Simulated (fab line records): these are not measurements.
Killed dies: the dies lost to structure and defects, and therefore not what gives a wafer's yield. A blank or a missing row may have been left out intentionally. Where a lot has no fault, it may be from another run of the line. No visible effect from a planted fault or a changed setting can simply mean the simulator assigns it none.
Chamber matching | flow sky130 | SKY_VIA1_CMP_24 on cmp-02 has 4 sister chambers
The step polishes, stops on SiO2, t overpolish 15 s, target thk 0 nm. 8 wafers are shown with their chamber, then 8 later ones without.

WAFERS, EACH WITH ITS CHAMBER
wafer  | chamber | motor-current-A (A) | time-to-endpoint-s (s)
L078.3 | 0       | 12.4                | 62
L081.3 | 1       | 9.3                 | 57
L081.4 | 3       | 9.8                 | 63
L081.5 | 0       | 12.4                | 62
L082.1 | 3       | 9.7                 | 61
L082.3 | 2       | 12.0                | 63
L082.5 | 1       | 10.2                | 61
L088.3 | 2       | 12.6                | 68

WAFERS WHOSE CHAMBER IS MISSING
wafer  | motor-current-A (A) | time-to-endpoint-s (s)
L088.5 | 12.0                | 69
L088.6 | 9.8                 | 67
L096.1 | 12.3                | 65
L096.3 | 9.9                 | 63
L096.4 | 9.7                 | 64
L097.1 | 9.6                 | 62
L097.2 | 11.5                | 64
L097.5 | 9.7                 | 64

WHICH CHAMBER EACH WENT THROUGH
wafer  | from the rows above     | in truth
L088.5 | can't be placed: 2 or 0 | 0
L088.6 | can't be placed: 3 or 1 | 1
L096.1 | can't be placed: 2 or 0 | 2
L096.3 | can't be placed: 3 or 1 | 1
L096.4 | can't be placed: 3 or 1 | 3
L097.1 | can't be placed: 3 or 1 | 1
L097.2 | can't be placed: 2 or 0 | 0
L097.5 | can't be placed: 3 or 1 | 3
0 of 8 placed correctly. Unplaceable from these rows: 8, with the true chamber sitting among the candidates in 8. Number placed wrongly: 0.
How it was worked out, from the rows above alone: a wafer's distance from a chamber is the root of the sum, over the readings, of the square of ((its reading less the chamber's mean) divided by the reading's scatter). The wafer belongs to the nearest chamber; if the next one is less than 2 further off, it can't be placed. Each chamber's mean is taken over the wafers shown for it. The scatter is the square root of a quotient: the sum, over the shown wafers, of each reading's squared deviation from its chamber's mean, divided by wafers minus chambers.
